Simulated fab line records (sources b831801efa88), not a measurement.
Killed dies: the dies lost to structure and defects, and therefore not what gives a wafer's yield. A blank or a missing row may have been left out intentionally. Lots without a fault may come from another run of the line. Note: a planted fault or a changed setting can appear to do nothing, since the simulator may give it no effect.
Split-lot experiment / flow sfq-line / on a route of 325 steps: 5 lots, 23 wafers read

ABOUT THE SPLIT
At SFQ_TRILAYER_INCOMING_OXIDATION_002 (target thk 500 nm, ox time 4939 s), the setting ox-time-s was moved away from the recipe's 4939 s on 15 of the 23 wafers read, by -9.3% to +13.6%. The other wafers ran this setting at the recipe's value.

Reading taken at the split's own step.

THE READING
SiO2_of_TRILAYER_INCOMING_OXIDATION_002.thk-nm (the simulator's own value, which no gauge read), in nm, at SFQ_TRILAYER_INCOMING_OXIDATION_002 (target thk 500 nm, ox time 4939 s). There is no usual value for it anywhere in the file. Here, 8 wafers ran the recipe; their average is 504.9 nm with a standard deviation of 3.7 nm.

wafer=L074.1; tool, chamber at the split=-, -; ox-time-s as run, s=4480; against the recipe=-9.3%; SiO2_of_TRILAYER_INCOMING_OXIDATION_002.thk-nm, nm=481.3; against lot-mates on the recipe=no lot-mate on the recipe
wafer=L074.3; tool, chamber at the split=-, -; ox-time-s as run, s=4480; against the recipe=-9.3%; SiO2_of_TRILAYER_INCOMING_OXIDATION_002.thk-nm, nm=479.5; against lot-mates on the recipe=no lot-mate on the recipe
wafer=L074.4; tool, chamber at the split=-, -; ox-time-s as run, s=4480; against the recipe=-9.3%; SiO2_of_TRILAYER_INCOMING_OXIDATION_002.thk-nm, nm=470; against lot-mates on the recipe=no lot-mate on the recipe
wafer=L074.5; tool, chamber at the split=-, -; ox-time-s as run, s=4480; against the recipe=-9.3%; SiO2_of_TRILAYER_INCOMING_OXIDATION_002.thk-nm, nm=474.4; against lot-mates on the recipe=no lot-mate on the recipe
wafer=L074.6; tool, chamber at the split=-, -; ox-time-s as run, s=4480; against the recipe=-9.3%; SiO2_of_TRILAYER_INCOMING_OXIDATION_002.thk-nm, nm=476.6; against lot-mates on the recipe=no lot-mate on the recipe
wafer=L079.2; tool, chamber at the split=-, -; ox-time-s as run, s=4939; against the recipe=recipe; SiO2_of_TRILAYER_INCOMING_OXIDATION_002.thk-nm, nm=511.9; against lot-mates on the recipe=-
wafer=L079.3; tool, chamber at the split=-, -; ox-time-s as run, s=4939; against the recipe=recipe; SiO2_of_TRILAYER_INCOMING_OXIDATION_002.thk-nm, nm=500.1; against lot-mates on the recipe=-
wafer=L079.4; tool, chamber at the split=-, -; ox-time-s as run, s=4939; against the recipe=recipe; SiO2_of_TRILAYER_INCOMING_OXIDATION_002.thk-nm, nm=504.4; against lot-mates on the recipe=-
wafer=L079.5; tool, chamber at the split=-, -; ox-time-s as run, s=4939; against the recipe=recipe; SiO2_of_TRILAYER_INCOMING_OXIDATION_002.thk-nm, nm=508.4; against lot-mates on the recipe=-
wafer=L079.6; tool, chamber at the split=-, -; ox-time-s as run, s=4939; against the recipe=recipe; SiO2_of_TRILAYER_INCOMING_OXIDATION_002.thk-nm, nm=500.3; against lot-mates on the recipe=-
wafer=L081.2; tool, chamber at the split=furnace-01, 0; ox-time-s as run, s=4939; against the recipe=recipe; SiO2_of_TRILAYER_INCOMING_OXIDATION_002.thk-nm, nm=503.7; against lot-mates on the recipe=-
wafer=L081.3; tool, chamber at the split=furnace-01, 0; ox-time-s as run, s=4939; against the recipe=recipe; SiO2_of_TRILAYER_INCOMING_OXIDATION_002.thk-nm, nm=506.8; against lot-mates on the recipe=-
wafer=L081.4; tool, chamber at the split=furnace-01, 0; ox-time-s as run, s=4939; against the recipe=recipe; SiO2_of_TRILAYER_INCOMING_OXIDATION_002.thk-nm, nm=503.9; against lot-mates on the recipe=-
wafer=L082.2; tool, chamber at the split=-, -; ox-time-s as run, s=5382; against the recipe=+9.0%; SiO2_of_TRILAYER_INCOMING_OXIDATION_002.thk-nm, nm=534.1; against lot-mates on the recipe=no lot-mate on the recipe
wafer=L082.3; tool, chamber at the split=-, -; ox-time-s as run, s=5382; against the recipe=+9.0%; SiO2_of_TRILAYER_INCOMING_OXIDATION_002.thk-nm, nm=538; against lot-mates on the recipe=no lot-mate on the recipe
wafer=L082.4; tool, chamber at the split=-, -; ox-time-s as run, s=5382; against the recipe=+9.0%; SiO2_of_TRILAYER_INCOMING_OXIDATION_002.thk-nm, nm=540.9; against lot-mates on the recipe=no lot-mate on the recipe
wafer=L082.5; tool, chamber at the split=-, -; ox-time-s as run, s=5382; against the recipe=+9.0%; SiO2_of_TRILAYER_INCOMING_OXIDATION_002.thk-nm, nm=540.8; against lot-mates on the recipe=no lot-mate on the recipe
wafer=L082.6; tool, chamber at the split=-, -; ox-time-s as run, s=5382; against the recipe=+9.0%; SiO2_of_TRILAYER_INCOMING_OXIDATION_002.thk-nm, nm=531.1; against lot-mates on the recipe=no lot-mate on the recipe
wafer=L083.1; tool, chamber at the split=-, -; ox-time-s as run, s=5612; against the recipe=+13.6%; SiO2_of_TRILAYER_INCOMING_OXIDATION_002.thk-nm, nm=531; against lot-mates on the recipe=no lot-mate on the recipe
wafer=L083.2; tool, chamber at the split=-, -; ox-time-s as run, s=5612; against the recipe=+13.6%; SiO2_of_TRILAYER_INCOMING_OXIDATION_002.thk-nm, nm=530.8; against lot-mates on the recipe=no lot-mate on the recipe
wafer=L083.3; tool, chamber at the split=-, -; ox-time-s as run, s=5612; against the recipe=+13.6%; SiO2_of_TRILAYER_INCOMING_OXIDATION_002.thk-nm, nm=529.8; against lot-mates on the recipe=no lot-mate on the recipe
wafer=L083.4; tool, chamber at the split=-, -; ox-time-s as run, s=5612; against the recipe=+13.6%; SiO2_of_TRILAYER_INCOMING_OXIDATION_002.thk-nm, nm=531.6; against lot-mates on the recipe=no lot-mate on the recipe
wafer=L083.6; tool, chamber at the split=-, -; ox-time-s as run, s=5612; against the recipe=+13.6%; SiO2_of_TRILAYER_INCOMING_OXIDATION_002.thk-nm, nm=539.6; against lot-mates on the recipe=no lot-mate on the recipe

FIT RESULTS
A straight line over all 23 wafers: SiO2_of_TRILAYER_INCOMING_OXIDATION_002.thk-nm changes by +2.67 nm for each +1% of ox-time-s; r = +0.95; the points scatter about the line by 7.2 nm.
Too few moved wafers with a lot-mate on the recipe to fit a line net of each lot's own level.

FILE'S OWN FIT
SiO2_of_TRILAYER_INCOMING_OXIDATION_002.thk-nm changes by +2.67 nm for each +1% of ox-time-s, r = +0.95.
